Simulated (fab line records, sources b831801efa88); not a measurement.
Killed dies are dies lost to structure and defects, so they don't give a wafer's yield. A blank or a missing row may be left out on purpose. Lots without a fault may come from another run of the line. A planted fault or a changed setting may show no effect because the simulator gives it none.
A struck lot beside a sound one | flow gf180mcu | 16 steps out of a route of 602
Sound: wafers L190.4, L190.5, L190.6. Struck: wafers L192.2, L192.3, L192.4. The cause comes at the end.
At each step with rows: each side's tool, then ch and its chambers, then its first start. Under that, the readings that differ: sound wafers | struck wafers | difference of the means | sigmas: that difference in standard deviations of wafers without a fault.
alike: readings whose means differ by less than 2 such deviations, and words and numbers that are the same on both sides. not compared: withheld readings, readings that some wafer has no value for, bounds like >300 that may hide the same value, and numbers for which the record gives no deviation and whose values overlap.
The two part at a step that has a row with sigmas, a row that says differs or no value, or rows on one side only. Numbers that don't overlap but have no deviation are shown without sigmas and don't part them. A reading that every wafer of one side lacks parts them only if that side has two wafers or more.

first, 1 step without rows for these wafers: GF_STI_DEVELOP_11 (develop time 60 s).
GF_STI_CD_MEAS_12: target cd 220 nm.
  sound on cd_sem-01, day 5 11:31; struck on cd_sem-01, day 5 23:41
  alike: cd_nm
GF_STI_ETCH_13: etches the open film in CHF3/O2, stops on Si, target depth 282.31 nm, time 112.9 s.
  sound on rie_diel-02 ch 0,1,2, day 5 11:34; struck on rie_diel-03 ch 0,2,3, day 5 23:47
  alike: bias_w, chf3_flow_sccm, drypump_motor_current_A, oes_product_au, throttle_valve_pct
  not compared: rf_hours_counter_h
GF_STI_ETCH_14: etches Si in HBr/Cl2/O2, target depth 360 nm, time 102.9 s.
  sound on rie_si-02 ch 0,1,3, day 5 11:39; struck on rie_si-01 ch 0,2,3, day 5 23:52
  alike: bias_w, drypump_motor_current_A, he_backside_leak_sccm, mfc_cl2_sccm, oes_product_au, throttle_valve_pct
  not compared: rf_hours_counter_h
GF_STI_STRIP_15: strips in O2/N2.
  sound on plasma_asher-02 ch 0,1, day 5 11:45; struck on plasma_asher-01 ch 0,1, day 5 23:56
  alike: drypump_motor_current_A, heater_power_w, n2_flow_sccm, oes_product_au, strip_time_to_endpoint_s
  not compared: rf_hours_counter_h
then, 6 steps without rows for these wafers: GF_STI_CLEAN_16 (cleans in dHF, time 25 s); GF_STI_WET_ETCH_17 (etches Si3N4 in H3PO4, target depth 45 nm, time 514 s); GF_STI_CLEAN_18 (cleans in SC1/SC2, time 150 s); GF_STI_CLEAN_19 (cleans in dHF, time 20 s); GF_STI_WET_ETCH_20 (etches SiO2 in dHF, target depth 20 nm, time 400 s); GF_STI_OXIDATION_21 (stabilise 600 s, purge 300 s, target thk 15 nm).
GF_STI_THK_MEAS_22:
  sound on film_metro-04, day 5 13:21; struck on film_metro-02, day 6 01:33
  alike: STI_OXIDATION_01_THK
GF_STI_CVD_23: deposits SiO2, target thk 650 nm, time 108.3 s.
  sound on hdpcvd-01 ch 0,1,2, day 5 13:25; struck on hdpcvd-02 ch 0,1,2, day 6 01:36
  reading                              | sound             | struck            | difference | sigmas
  model.SiO2_of_STI_CVD_23.thk_nm (nm) | 666.4 645.5 660.5 | 608.5 605.7 596.5 | -53.9      |
GF_STI_THK_MEAS_24:
  sound on film_metro-02, day 5 13:29; struck on film_metro-01, day 6 01:55
  reading             | sound       | struck      | difference | sigmas
  STI_CVD_23_THK (nm) | 666 645 661 | 609 606 597 | -53        | -5
  not compared: hold
GF_STI_CMP_25: polishes, stops on Si3N4, t overpolish 33 s, target thk 524.6 nm.
  sound on cmp-01 ch 0,1,3, day 5 13:40; struck on cmp-02 ch 0,1,2, day 6 04:31
  reading | sound | struck                                                                     | difference                   | sigmas
  hold    | - - - | await_dispo/2.4h/release await_dispo/2.4h/release await_dispo/2.4h/release | no value on the sound wafers |
  alike: head_pressure_psi, motor_current_A, retaining_ring_pressure_frac, slurry_filter_dp_kPa
-- the record jumps here: 28 days lie between the struck wafers' starts before and after (it left off in module STI and takes up again in module PASSIVATION, whose first step shown is number 602 of the route) --
GF_PASSIVATION_PROBE_99:
  the record has rows for the struck wafers here (prober-01, day 34 11:41) and none for the sound ones

WHERE THEY PART
First at GF_STI_THK_MEAS_24; last, within this record, at GF_PASSIVATION_PROBE_99.

WHY: what the simulator had put in
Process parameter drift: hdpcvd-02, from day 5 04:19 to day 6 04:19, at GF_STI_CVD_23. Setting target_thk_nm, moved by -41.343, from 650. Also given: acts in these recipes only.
